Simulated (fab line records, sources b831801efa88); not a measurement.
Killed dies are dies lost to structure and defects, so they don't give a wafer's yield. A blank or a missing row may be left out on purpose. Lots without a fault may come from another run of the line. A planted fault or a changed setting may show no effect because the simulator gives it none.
Which tool did it? | flow sky130 | 11 lots, 33 wafers sampled, at 5 steps of a route of 708

WHAT THE GAUGES READ, wafer by wafer
SKY_GATE_OXIDE_OVL_MEAS_10.
lot  | measured     | on         | GATE_OXIDE_OVL (nm)
L338 | day 13 12:16 | overlay-01 | 0.4 -0.5 -1.2
L341 | day 14 13:37 | overlay-02 | -3.2 -0.9 -2.5
L344 | day 15 20:06 | overlay-01 | -1.3 -1.3 -2.3
L348 | day 17 01:36 | overlay-01 | 0.9 0.0 -2.2
L350 | day 17 23:54 | overlay-02 | -1.2 0.2 -0.5
L351 | day 18 12:12 | overlay-02 | -3.1 -1.5 -1.1
L353 | day 19 00:47 | overlay-02 | 124.4 121.9 121.1
L355 | day 19 17:52 | overlay-01 | -1.2 -2.6 -1.5
L356 | day 20 00:15 | overlay-01 | -3.0 -2.6 -1.0
L358 | day 20 14:12 | overlay-01 | 125.7 123.9 125.7
L359 | day 21 02:21 | overlay-01 | 124.0 125.6 126.7

WHICH TOOL RAN EACH LOT (tool, then ch and the chambers of the sampled wafers, then the start)
lot  | SKY_DNWELL_STRIP_08                 | SKY_NWELL_RTA_28                 | SKY_VT_ADJUST_PCH_STRIP_09           | SKY_GATE_OXIDE_EXPOSE_07
L338 | plasma_asher-04 ch 0,1, day 3 00:07 | rtp_anneal-01 ch 0, day 5 02:31  | plasma_asher-01 ch 0,1, day 10 03:22 | iline_stepper-01 ch 0, day 13 00:27
L341 | plasma_asher-04 ch 0,1, day 3 19:25 | rtp_anneal-01 ch 0, day 5 23:20  | plasma_asher-04 ch 0,1, day 11 04:29 | iline_stepper-02 ch 0, day 14 00:56
L344 | plasma_asher-01 ch 0,1, day 4 10:02 | rtp_anneal-01 ch 0, day 6 17:49  | plasma_asher-02 ch 0,1, day 12 07:29 | iline_stepper-02 ch 0, day 15 06:46
L348 | plasma_asher-04 ch 0,1, day 5 09:10 | rtp_anneal-02 ch 0, day 7 18:42  | plasma_asher-04 ch 0,1, day 13 10:22 | iline_stepper-01 ch 0, day 16 11:41
L350 | plasma_asher-01 ch 0,1, day 5 23:16 | rtp_anneal-02 ch 0, day 8 09:13  | plasma_asher-02 ch 0,1, day 14 04:50 | iline_stepper-01 ch 0, day 17 08:43
L351 | plasma_asher-03 ch 0,1, day 6 01:45 | rtp_anneal-01 ch 0, day 8 14:30  | plasma_asher-02 ch 0, day 14 11:34   | iline_stepper-02 ch 0, day 17 21:56
L353 | plasma_asher-03 ch 0,1, day 6 11:31 | rtp_anneal-01 ch 0, day 9 00:51  | plasma_asher-04 ch 0,1, day 14 23:05 | iline_stepper-01 ch 0, day 18 09:37
L355 | plasma_asher-04 ch 0, day 6 23:25   | rtp_anneal-01 ch 0, day 9 13:58  | plasma_asher-02 ch 0,1, day 15 15:32 | iline_stepper-02 ch 0, day 19 02:16
L356 | plasma_asher-03 ch 0,1, day 7 04:33 | rtp_anneal-02 ch 0, day 9 18:27  | plasma_asher-04 ch 0,1, day 15 22:53 | iline_stepper-02 ch 0, day 19 09:26
L358 | plasma_asher-03 ch 0,1, day 7 14:42 | rtp_anneal-01 ch 0, day 10 07:02 | plasma_asher-02 ch 0,1, day 16 14:14 | iline_stepper-01 ch 0, day 19 22:53
L359 | plasma_asher-03 ch 0,1, day 7 21:19 | rtp_anneal-02 ch 0, day 10 13:41 | plasma_asher-04 ch 0,1, day 17 00:05 | iline_stepper-01 ch 0, day 20 10:30
- SKY_DNWELL_STRIP_08: strips in O2/N2.
- SKY_NWELL_RTA_28: time 30 s.
- SKY_VT_ADJUST_PCH_STRIP_09: strips in O2/N2.
- SKY_GATE_OXIDE_EXPOSE_07: exposes mask LVOM, target cd 600 nm.

WHAT THE TOOLS THEMSELVES READ (means of the sampled wafers that have a number; where no wafer has one, the mark that the record gives instead)
SKY_DNWELL_STRIP_08.
lot  | tool            | drypump_motor_current_A (A) | oes_product_au (a.u.) | strip_time_to_endpoint_s (s)
L338 | plasma_asher-04 | 6.5                         | 0.724                 | 36.86
L341 | plasma_asher-04 | 6.5                         | 0.726                 | 36.69
L344 | plasma_asher-01 | 5.8                         | 0.722                 | 36.81
L348 | plasma_asher-04 | 6.4                         | 0.725                 | 36.89
L350 | plasma_asher-01 | 5.8                         | 0.719                 | 36.91
L351 | plasma_asher-03 | 6.0                         | 0.724                 | 36.90
L353 | plasma_asher-03 | 6.0                         | 0.723                 | 36.87
L355 | plasma_asher-04 | 6.4                         | 0.722                 | 36.88
L356 | plasma_asher-03 | 6.0                         | 0.725                 | 36.85
L358 | plasma_asher-03 | 5.7                         | 0.726                 | 36.84
L359 | plasma_asher-03 | 6.0                         | 0.720                 | 36.84

SKY_NWELL_RTA_28.
lot  | tool          | lamp_power_pct (%) | wafer_temp_C_max
L338 | rtp_anneal-01 | 25.26              | 1054.5
L341 | rtp_anneal-01 | 25.32              | 1054.5
L344 | rtp_anneal-01 | 25.40              | 1054.5
L348 | rtp_anneal-02 | 25.29              | 1055.1
L350 | rtp_anneal-02 | 25.27              | 1053.8
L351 | rtp_anneal-01 | 25.34              | 1054.6
L353 | rtp_anneal-01 | 25.31              | 1055.3
L355 | rtp_anneal-01 | 25.26              | 1054.0
L356 | rtp_anneal-02 | 25.33              | 1054.4
L358 | rtp_anneal-01 | 25.35              | 1054.5
L359 | rtp_anneal-02 | 25.26              | 1055.7

SKY_VT_ADJUST_PCH_STRIP_09.
lot  | tool            | drypump_motor_current_A (A) | oes_product_au (a.u.) | strip_time_to_endpoint_s (s)
L338 | plasma_asher-01 | 5.8                         | 0.727                 | 36.94
L341 | plasma_asher-04 | 6.4                         | 0.720                 | 36.86
L344 | plasma_asher-02 | 5.5                         | 0.725                 | 36.90
L348 | plasma_asher-04 | 6.4                         | 0.718                 | 36.89
L350 | plasma_asher-02 | 5.5                         | 0.722                 | 36.90
L351 | plasma_asher-02 | 5.4                         | 0.728                 | 36.81
L353 | plasma_asher-04 | 6.5                         | 0.723                 | 36.99
L355 | plasma_asher-02 | 5.6                         | 0.721                 | 37.02
L356 | plasma_asher-04 | 6.5                         | 0.723                 | 36.97
L358 | plasma_asher-02 | 5.6                         | 0.725                 | 36.95
L359 | plasma_asher-04 | 6.4                         | 0.727                 | 36.94

SKY_GATE_OXIDE_EXPOSE_07.
lot  | tool             | exposure_dose_mJ_cm2 | focus_offset_nm (nm)
L338 | iline_stepper-01 | 170.01               | 0.0
L341 | iline_stepper-02 | 170.11               | -0.3
L344 | iline_stepper-02 | 170.08               | -0.8
L348 | iline_stepper-01 | 170.03               | -0.3
L350 | iline_stepper-01 | 170.10               | -0.1
L351 | iline_stepper-02 | 169.87               | -0.2
L353 | iline_stepper-01 | 170.20               | 0.2
L355 | iline_stepper-02 | 170.00               | 0.0
L356 | iline_stepper-02 | 170.04               | 0.6
L358 | iline_stepper-01 | 169.89               | 0.4
L359 | iline_stepper-01 | 170.01               | -0.3

THE ANSWER, worked out from the rows above alone
Rule: what is usual is taken from the lots themselves. Put in order of their means at a reading, lots are off if they are a third of the lots or fewer, leave a main group of 4 or more, and stand apart from it by a gap of 3 or more times the standard deviation of the main group's means; of several such gaps the widest counts. A main group whose means are all the same, to the digits that the tables above print for the reading, isn't used. A lot without any number at a reading at which 4 lots or more have one is off too. The other lots that the step has rows for count as sound. The gauges are gone through in route order, then the tools' own readings, and for those a lot's mean is taken as printed above. The first step at which some lot is off is used, and at that step the reading that is off furthest; a lot without a number counts as furthest.
Off: L353, L358, L359, at SKY_GATE_OXIDE_OVL_MEAS_10 (GATE_OXIDE_OVL). The main group: mean -1.4 nm, standard deviation 0.74.
A tool fits if, at a process step before that reading, it ran every lot that is off, and no sound lot after the first of them. The gauges at SKY_GATE_OXIDE_OVL_MEAS_10 are tried like those tools. One fits: iline_stepper-01 at SKY_GATE_OXIDE_EXPOSE_07. Its last sound lot is L350 (day 17 08:43), its first lot that is off L353 (day 18 09:37): a fault that began between those two fits.

WHAT THE SIMULATOR HAD PUT IN
Scanner matching overlay: iline_stepper-01, from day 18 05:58 on, at SKY_GATE_OXIDE_EXPOSE_07. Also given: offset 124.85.
Lots struck among those shown: L353, L358, L359. The rule above found the same.
